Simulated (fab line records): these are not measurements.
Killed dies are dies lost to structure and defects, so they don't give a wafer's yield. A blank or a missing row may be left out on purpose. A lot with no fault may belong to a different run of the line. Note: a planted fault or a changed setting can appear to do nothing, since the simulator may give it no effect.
fab line records	flow sky130
record: lots: 6	wafers: 18	lastDay: 50
route steps=708 shown POLY_CUT@310 SD_P@320
lots untouched by any fault: they come from a run of this same line in which no faults occurred
startH: start of the lot's first displayed wafer, in hours after the record's first day	waitH: time in hours since the lot's previous step	" same as the row above	L1.1+2: a single row standing in for several wafers	- no value, or no start given	* or withheld: withheld	< > ~ a bound
route shown NAME@n: NAME is a module with steps in the file, n the number in the route of the first one	usual: mean and standard deviation over wafers with no fault	same: alike in all rows	chamber/n: place in a boat	sites: the reading at each site	_std_site: standard deviation across them	_edge_site: the outer-site mean with the inner-site mean subtracted	radiusMm: for every site, how far away it sits from the centre of the wafer	mask NAME#n: copy n	behind: tool/chamber where the wafer was last shaped	hold: cause of the lot's hold/its duration in hours/its outcome	device: names the non-switching transistor (n, p or np)	end of line: the route-end tests of the same wafers	for a step that has no rows: nothing shown but its recipe	killed: at the first sort, the dies lost to defects and structure; wafer yield is something else	map: per-die view of a wafer (x killed, . not killed, _ where there is no die)
set.NAME: setting as actually run; set.NAME@STEP: the setting as run at that earlier step	model.NAME: the simulator's own value behind a step, which no gauge read
a table for each step, a row for each wafer; lots at some steps of the route
services: when a tool's chamber went out of use (startH, in hours from the record's first day, below 0 if earlier), for how many hours, and the reason
== steps ==
step: SKY_POLY_CUT_COAT_03
recipe: resist: KrF-thick	spinRpm: 3000	resistThkNm: 450
step: SKY_POLY_CUT_SOFTBAKE_04
recipe: tempC: 100	timeS: 90	resist: KrF-thick
step: SKY_POLY_CUT_EXPOSE_05
recipe: maskId: NPCM	na: 0.8	sourceShape: annular	sigmaInner: 0.55	sigmaOuter: 0.85	targetCdNm: 270	doseMj: 32
step: SKY_POLY_CUT_PEB_06
recipe: pebTempC: withheld	pebTimeS: withheld	resist: KrF-thick
step: SKY_POLY_CUT_DEVELOP_07
recipe: developTimeS: 60	resist: KrF-thick	devTempC: 21
step: SKY_POLY_CUT_CD_MEAS_08
recipe: targetCdNm: 270
usual: cdNm: 269.9/1.4
lot.wafer	tool	chamber	startH	waitH	cdNm
L469.2	cdSem-01	-	659.56	-	270.0
L469.5	"	-	"	"	268.6
L469.6	"	-	"	"	270.9
L470.2	cdSem-01	-	695.12	-	270.4
L470.5	"	-	"	"	269.8
L470.6	"	-	"	"	270.4
L471.1	cdSem-01	-	696.56	-	270.2
L471.2	"	-	"	"	272.6
L471.6	"	-	"	"	271.1
L475.1	cdSem-01	-	700.04	-	269.8
L475.2	"	-	"	"	269.5
L475.5	"	-	"	"	270.0
L476.1	cdSem-01	-	708.09	-	272.1
L476.2	"	-	"	"	272.7
L476.6	"	-	"	"	274.7
L478.1	cdSem-01	-	728.19	-	269.1
L478.4	"	-	"	"	269.0
L478.5	"	-	"	"	269.4
step: SKY_POLY_CUT_OVL_MEAS_09
usual: POLY_CUT_OVL: 1/6.3
lot.wafer	tool	chamber	startH	waitH	POLY_CUT_OVL[nm]
L469.2	overlay-02	-	659.67	0.1	-8
L469.5	"	-	"	"	-4
L469.6	"	-	"	"	-2
L470.2	overlay-02	-	695.23	0.1	9
L470.5	"	-	"	"	8
L470.6	"	-	"	"	8
L471.1	overlay-02	-	696.68	0.1	2
L471.2	"	-	"	"	-1
L471.6	"	-	"	"	3
L475.1	overlay-01	-	700.16	0.1	-3
L475.2	"	-	"	"	8
L475.5	"	-	"	"	0
L476.1	overlay-02	-	708.21	0.1	0
L476.2	"	-	"	"	-8
L476.6	"	-	"	"	-1
L478.1	overlay-01	-	728.31	0.1	-11
L478.4	"	-	"	"	-3
L478.5	"	-	"	"	-8
step: SKY_POLY_CUT_ETCH_10
recipe: chemistry: N2/H2	target: BARC	ionEnergyEv: 200	sourceW: 500	biasW: 100	pressureMtorr: 30	n2FlowSccm: 100	h2FlowSccm: 200	stopOn: SiO2	timeS: 45.9	targetDepthA: 600
usual: drypumpMotorCurrentA: 5.9/0.5	oesProductAu: 0.854/0.0045	throttleValvePct: 13.226/0.0095
lot.wafer	tool	chamber	startH	waitH	drypumpMotorCurrentA	oesProductAu	rfHoursCounterH	throttleValvePct
L469.2	rieDiel-01	1	659.70	0.0	5.5	0.854	9	13.225
L469.5	"	2	"	"	5.9	0.854	-	13.228
L469.6	"	0	"	"	5.7	0.865	-	13.232
L470.2	rieDiel-01	2	695.26	0.0	5.9	0.850	22	13.228
L470.5	"	3	"	"	6.1	0.853	-	13.218
L470.6	"	0	"	"	5.7	0.847	-	13.234
L471.1	rieDiel-04	2	696.72	0.0	5.8	0.852	25	13.231
L471.2	"	0	"	"	5.1	0.853	12	13.248
L471.6	"	3	"	"	6.5	0.856	-	13.220
L475.1	rieDiel-01	1	700.20	0.0	5.5	0.852	10	13.224
L475.2	"	0	"	"	5.7	0.852	9	13.232
L475.5	"	2	"	"	5.9	0.859	-	13.218
L476.1	rieDiel-04	1	708.25	0.0	5.9	0.862	15	13.240
L476.2	"	0	"	"	5.1	0.851	12	13.230
L476.6	"	3	"	"	6.5	0.856	-	13.233
L478.1	rieDiel-04	0	728.35	0.0	5.1	0.855	13	13.236
L478.4	"	1	"	"	5.9	0.852	-	13.211
L478.5	"	3	"	"	6.5	0.845	-	13.236
step: SKY_POLY_CUT_ETCH_11
recipe: target: Si3N4	chemistry: CF4/CH2F2/Ar	stopOn: poly-Si	sourceW: 600	biasW: 150	pressureMtorr: 40	cf4FlowSccm: 40	ch2f2FlowSccm: 20	Ar_flow_sccm: 150	timeS: 42.5	targetDepthA: 600
usual: drypumpMotorCurrentA: 5.9/0.5	oesProductAu: 0.832/0.0068	throttleValvePct: 14.995/0.009
lot.wafer	tool	chamber	startH	waitH	drypumpMotorCurrentA	oesProductAu	rfHoursCounterH	throttleValvePct
L469.2	rieDiel-01	1	659.74	0.0	5.4	0.840	9	14.973
L469.5	"	2	"	"	5.9	0.838	-	14.986
L469.6	"	0	"	"	5.7	0.832	-	14.976
L470.2	rieDiel-01	2	695.30	0.0	5.9	0.826	22	14.984
L470.5	"	3	"	"	6.1	0.833	-	14.994
L470.6	"	0	"	"	5.7	0.829	-	14.994
L471.1	rieDiel-04	2	696.76	0.0	5.8	0.828	25	15.007
L471.2	"	0	"	"	5.1	0.824	12	14.994
L471.6	"	3	"	"	6.5	0.829	-	15.001
L475.1	rieDiel-01	1	700.24	0.0	5.4	0.833	10	14.988
L475.2	"	0	"	"	5.7	0.834	9	14.975
L475.5	"	2	"	"	6.0	0.832	-	15.001
L476.1	rieDiel-04	1	708.29	0.0	5.9	0.830	15	14.997
L476.2	"	0	"	"	5.1	0.833	12	15.005
L476.6	"	3	"	"	6.5	0.834	-	14.996
L478.1	rieDiel-04	0	728.39	0.0	5.1	0.838	13	15.005
L478.4	"	1	"	"	5.9	0.827	-	15.003
L478.5	"	3	"	"	6.5	0.835	-	14.989
step: SKY_POLY_CUT_STRIP_12
recipe: chemistry: O2/N2	powerW: 1400	pressureMtorr: 1500	platenTempC: withheld	o2FlowSccm: 3000	n2FlowSccm: 300	overashFraction: 0.5
usual: drypumpMotorCurrentA: 5.6/0.37	oesProductAu: 0.452/0.0045	stripTimeToEndpointS: 5.347/0.017
lot.wafer	tool	chamber	startH	waitH	drypumpMotorCurrentA	oesProductAu	rfHoursCounterH	stripTimeToEndpointS
L469.2	plasmaAsher-02	0	659.78	0.0	5.6	0.449	22	5.326
L469.5	"	1	"	"	6.1	0.450	-	5.313
L469.6	"	0	"	"	5.6	0.450	-	5.316
L470.2	plasmaAsher-02	0	695.34	0.0	5.7	0.446	25	5.339
L470.5	"	1	"	"	6.1	0.458	-	5.349
L470.6	"	0	"	"	5.7	0.452	-	5.343
L471.1	plasmaAsher-03	0	696.80	0.0	5.8	0.454	59	5.339
L471.2	"	1	"	"	5.4	0.455	59	5.330
L471.6	"	0	"	"	5.8	0.456	-	5.327
L475.1	plasmaAsher-01	1	700.28	0.0	5.1	0.445	85	5.331
L475.2	"	0	"	"	5.1	0.451	85	5.335
L475.5	"	0	"	"	5.1	0.443	-	5.329
L476.1	plasmaAsher-02	0	708.33	0.0	5.7	0.449	26	5.330
L476.2	"	1	"	"	6.1	0.450	26	5.330
L476.6	"	0	"	"	5.7	0.447	-	5.341
L478.1	plasmaAsher-03	0	728.43	0.0	5.8	0.451	63	5.319
L478.4	"	0	"	"	5.8	0.452	-	5.355
L478.5	"	0	"	"	5.8	0.455	-	5.329
step: SKY_SD_P_DEHYDRATE_00
recipe: tempC: 200	timeS: 60
step: SKY_SD_P_HMDS_01
recipe: primeTimeS: 60	primeTempC: 120
step: SKY_SD_P_COAT_02
recipe: resist: NOVOLAK	spinRpm: 3000	resistThkNm: 1140
usual: spinSpeedRpm: 2999.9/2
lot.wafer	tool	chamber	startH	waitH	spinSpeedRpm	model.NOVOLAK_of_SD_P_COAT_02.thkNm
L469.2	lithoTrack-04	0	673.69	0.1	2996.9	1135
L469.5	"	0	"	"	2998.9	1134
L469.6	"	0	"	"	3000.0	1137
L470.2	lithoTrack-03	0	708.82	0.1	2999.5	1144
L470.5	"	0	"	"	2998.9	1145
L470.6	"	0	"	"	2994.9	1144
L471.1	lithoTrack-02	0	710.47	0.1	3000.0	1140
L471.2	"	0	"	"	3002.1	1142
L471.6	"	0	"	"	2999.7	1144
L475.1	lithoTrack-03	0	713.10	0.1	2999.5	1146
L475.2	"	0	"	"	2996.3	1145
L475.5	"	0	"	"	3000.4	1147
L476.1	lithoTrack-03	0	722.35	0.1	3000.4	547.2
L476.2	"	0	"	"	3000.3	548.2
L476.6	"	0	"	"	3001.4	548.5
L478.1	lithoTrack-03	0	741.95	0.1	3000.2	550.2
L478.4	"	0	"	"	2999.9	547.7
L478.5	"	0	"	"	3001.3	550.4
step: SKY_SD_P_SOFTBAKE_03
recipe: tempC: 90	timeS: 60	resist: NOVOLAK
step: SKY_SD_P_EXPOSE_04
recipe: maskId: PSDM	na: 0.6	sourceShape: conventional	sigmaOuter: 0.6	polarization: unpolarized	targetCdNm: 380	doseMj: 138
step: SKY_SD_P_PEB_05
recipe: tempC: withheld	timeS: *	resist: NOVOLAK
step: SKY_SD_P_DEVELOP_06
recipe: resist: NOVOLAK	developer: TMAH	developTimeS: 60	devTempC: 23
lot.wafer	tool	chamber	startH	waitH	model.NOVOLAK_of_SD_P_COAT_02.thkNm
L469.2	lithoTrack-03	0	687.52	0.1	1135
L469.5	"	0	"	"	1134
L469.6	"	0	"	"	1137
L470.2+6	lithoTrack-02	0	722.69	0.1	1144
L470.5	"	0	"	"	1145
L471.1	lithoTrack-03	0	724.65	0.1	1139
L471.2	"	0	"	"	1142
L471.6	"	0	"	"	1143
L475.1	lithoTrack-02	0	726.87	0.1	1146
L475.2	"	0	"	"	1145
L475.5	"	0	"	"	1147
L476.1	lithoTrack-03	0	736.50	0.1	546.8
L476.2	"	0	"	"	547.8
L476.6	"	0	"	"	548.1
L478.1	lithoTrack-03	0	755.60	0.1	549.7
L478.4	"	0	"	"	547.3
L478.5	"	0	"	"	550
step: SKY_SD_P_CD_MEAS_07
recipe: targetCdNm: 380
usual: cdNm: 379.7/2.6
lot.wafer	tool	chamber	startH	waitH	cdNm
L469.2	cdSem-02	-	687.67	0.1	379.3
L469.5	"	-	"	"	378.7
L469.6	"	-	"	"	379.2
L470.2	cdSem-02	-	722.91	0.2	379.0
L470.5	"	-	"	"	380.7
L470.6	"	-	"	"	380.0
L471.1	cdSem-01	-	724.80	0.1	381.4
L471.2	"	-	"	"	380.3
L471.6	"	-	"	"	380.3
L475.1	cdSem-01	-	727.02	0.1	376.7
L475.2	"	-	"	"	377.4
L475.5	"	-	"	"	374.0
L476.1	cdSem-02	-	736.65	0.1	461.5
L476.2	"	-	"	"	463.1
L476.6	"	-	"	"	457.4
L478.1	cdSem-01	-	755.75	0.1	461.0
L478.4	"	-	"	"	460.8
L478.5	"	-	"	"	460.6
step: SKY_SD_P_OVL_MEAS_08
usual: SD_P_OVL: -0.1/1.7
lot.wafer	tool	chamber	startH	waitH	SD_P_OVL[nm]
L469.2	overlay-02	-	687.78	0.1	0.0
L469.5	"	-	"	"	-0.1
L469.6	"	-	"	"	2.0
L470.2	overlay-01	-	723.02	0.1	-1.0
L470.5	"	-	"	"	-1.0
L470.6	"	-	"	"	-0.9
L471.1	overlay-01	-	724.92	0.1	1.7
L471.2	"	-	"	"	-0.1
L471.6	"	-	"	"	-0.5
L475.1	overlay-01	-	727.14	0.1	-0.6
L475.2	"	-	"	"	-1.1
L475.5	"	-	"	"	0.8
L476.1	overlay-01	-	736.77	0.1	-0.7
L476.2	"	-	"	"	-2.2
L476.6	"	-	"	"	-2.1
L478.1	overlay-01	-	755.87	0.1	1.9
L478.4	"	-	"	"	0.2
L478.5	"	-	"	"	0.9
step: SKY_SD_P_IMPLANT_09
recipe: species: BF2	energyKev: 20.16	doseCm2: 3e+15	tiltDeg: 0
step: SKY_SD_P_STRIP_10
recipe: chemistry: O2/N2	powerW: 1400	pressureMtorr: 1500	platenTempC: withheld	o2FlowSccm: 3000	n2FlowSccm: 300	overashFraction: 0.5
usual: drypumpMotorCurrentA: 5.56/0.23	oesProductAu: 0.617/0.0044	stripTimeToEndpointS: 17.51/0.046
lot.wafer	tool	chamber	startH	waitH	drypumpMotorCurrentA	oesProductAu	rfHoursCounterH	stripTimeToEndpointS
L469.2	plasmaAsher-03	0	687.96	0.1	5.80	0.617	59	17.47
L469.5	"	1	"	"	5.41	0.616	-	17.44
L469.6	"	0	"	"	5.80	0.620	-	17.49
L470.2	plasmaAsher-03	0	723.20	0.1	5.79	0.620	62	17.56
L470.5	"	0	"	"	5.78	0.622	-	17.59
L470.6	"	1	"	"	5.41	0.614	-	17.55
L471.1	plasmaAsher-03	1	725.11	0.1	5.40	0.616	62	17.52
L471.2	"	0	"	"	5.80	0.613	62	17.55
L471.6	"	1	"	"	5.42	0.623	-	17.55
L475.1	plasmaAsher-03	1	727.32	0.1	5.41	0.618	63	17.58
L475.2	"	0	"	"	5.78	0.618	63	17.58
L475.5	"	0	"	"	5.81	0.612	-	17.61
L476.1	plasmaAsher-03	0	736.96	0.1	5.80	0.529	64	10.71
L476.2	"	1	"	"	5.40	0.527	64	10.71
L476.6	"	1	"	"	5.41	0.530	-	10.73
L478.1	plasmaAsher-03	1	756.06	0.1	5.42	0.527	66	10.74
L478.4	"	0	"	"	5.79	0.521	-	10.70
L478.5	"	0	"	"	5.78	0.534	-	10.72
step: SKY_SD_P_TW_MEAS_11
usual: SD_P_TW: 2840/15
lot.wafer	tool	chamber	startH	waitH	SD_P_TW
L469.2	filmMetro-01	-	688.07	0.1	2831
L469.5	"	-	"	"	2845
L469.6	"	-	"	"	2845
L470.2	filmMetro-03	-	723.31	0.1	2828
L470.5	"	-	"	"	2812
L470.6	"	-	"	"	2814
L471.1	filmMetro-02	-	725.21	0.1	2852
L471.2	"	-	"	"	2851
L471.6	"	-	"	"	2840
L475.1	filmMetro-01	-	727.42	0.1	2823
L475.2	"	-	"	"	2840
L475.5	"	-	"	"	2833
L476.1	filmMetro-03	-	737.06	0.1	2836
L476.2	"	-	"	"	2817
L476.6	"	-	"	"	2826
L478.1	filmMetro-01	-	756.16	0.1	2849
L478.4	"	-	"	"	2843
L478.5	"	-	"	"	2834
== services ==
tool	chamber	startH	hours	kind
rieDiel-01	3	641.04	38.2	repair
rieDiel-01	1	644.74	8.7	repair
rieDiel-01	0	645.89	9.9	repair
rieDiel-04	-	660.87	0.5	repair
plasmaAsher-02	-	665.99	4.9	repair
rieDiel-04	-	666.34	1.1	repair
rieDiel-04	-	708.47	1.8	repair
rieDiel-01	2	718.29	31.3	repair
rieDiel-04	2	724.15	22.0	repair
== key ==
firstSign: step: SKY_SD_P_CD_MEAS_07	reading: cdNm	direction: up	sigmas: 31	usual: 379.7	struck: 460.7
effect: step: SKY_SD_P_STRIP_10	reading: stripTimeToEndpointS	direction: down	sigmas: 99+	usual: *	struck: *
modelEffect: step: SKY_SD_P_COAT_02	value: NOVOLAK_of_SD_P_COAT_02.thkNm	without: 1143	struck: 548.7
modelEffect: step: SKY_SD_P_DEVELOP_06	value: NOVOLAK_of_SD_P_COAT_02.thkNm	without: 1143	struck: 548.3
metAt SKY_SD_P_COAT_02
struckWafers L476.1,L476.2,L476.6,L478.1,L478.4,L478.5
testerLeftOut L476,L478
onsetBetween 713.10 722.35
alsoFits time
fault: kind: processParameterDrift	tool: lithoTrack-03	chamber: -	onsetH: 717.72	steps: SKY_SD_P_COAT_02	channel: resistThkNm	offset: -592.72	shape: step	endH: 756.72	actsIn: theseRecipesOnly	stated: 1140
testerLeftOut: of these lots the tester's yield and bins aren't shown, on N5 and GAA mostly nor the transistor test; their killed dies are dies lost to structure and defects alone, not to doping, threshold or leakage, so they don't give the yield
